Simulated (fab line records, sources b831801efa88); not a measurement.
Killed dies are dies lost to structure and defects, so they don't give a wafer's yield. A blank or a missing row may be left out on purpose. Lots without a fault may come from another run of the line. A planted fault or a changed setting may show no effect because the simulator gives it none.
Chamber matching | flow gf180mcu | GF_V2_CMP_26 on cmp-01: 4 sister chambers
The step polishes, stops on SiO2, t overpolish 15 s, target thk 0 nm. 14 wafers are shown with their chamber, then 6 later ones without.

WAFERS WITH THEIR CHAMBER
wafer  | chamber | motor_current_A (A) | time_to_endpoint_s (s) | edge_zone_pressure_frac
L663.2 | 0       | 9.9                 | 80.8                   | 1.003
L663.4 | 3       | 10.8                | 87.8                   | 1.000
L663.5 | 3       | 11.0                | 86.7                   | 1.004
L666.3 | 0       | 10.2                | 83.4                   | 0.998
L666.4 | 3       | 10.4                | 86.4                   | 1.000
L666.6 | 3       | 10.1                | 89.5                   | 1.007
L671.2 | 1       | 11.0                | 84.8                   | 1.002
L671.6 | 0       | 9.9                 | 76.8                   | 1.003
L682.1 | 0       | 10.1                | 81.3                   | 1.005
L682.2 | 2       | 10.9                | 84.0                   | 0.996
L682.3 | 3       | 10.2                | 87.1                   | 1.002
L683.1 | 1       | 11.2                | 82.9                   | 1.003
L683.2 | 2       | 11.4                | 81.8                   | 0.996
L683.4 | 0       | 10.4                | 79.1                   | 1.009

SIGNATURES (means of the wafers above)
reading                 | chamber 0 | chamber 1 | chamber 2 | chamber 3 | scatter within a chamber
motor_current_A         | 10.100    | 11.100    | 11.150    | 10.500    | 0.304
time_to_endpoint_s      | 80.280    | 83.850    | 82.900    | 87.500    | 1.87
edge_zone_pressure_frac | 1.00360   | 1.00250   | 0.99600   | 1.00260   | 0.00314
Rule: a wafer's distance from a chamber is the root of the sum, over the readings, of the square of ((its reading less the chamber's mean) divided by the reading's scatter). The wafer belongs to the nearest chamber; if the next one is less than 2 further off, it can't be placed. The scatter: the root of (the sum of the squares of (reading less its chamber's mean) over the shown wafers, divided by (wafers less chambers)).

WAFERS WITHOUT THEIR CHAMBER
wafer  | motor_current_A (A) | time_to_endpoint_s (s) | edge_zone_pressure_frac
L685.2 | 10.6                | 81.4                   | 0.998
L685.4 | 11.6                | 78.7                   | 1.004
L685.5 | 10.5                | 84.2                   | 0.998
L686.4 | 11.1                | 80.8                   | 1.009
L686.5 | 10.8                | 82.2                   | 0.994
L686.6 | 9.7                 | 78.6                   | 1.011

WHICH CHAMBER EACH WENT THROUGH
wafer  | from the rows above               | in truth
L685.2 | can't be placed: 2 or 0 or 1 or 3 | 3
L685.4 | can't be placed: 1 or 2 or 0      | 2
L685.5 | can't be placed: 3 or 2 or 1 or 0 | 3
L686.4 | can't be placed: 1 or 0 or 2 or 3 | 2
L686.5 | can't be placed: 2 or 1           | 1
L686.6 | 0                                 | 0
Placed correctly: 1 of 6. Can't be placed from these rows: 5 (the true chamber is among the candidates in 5). Placed wrongly: 0.
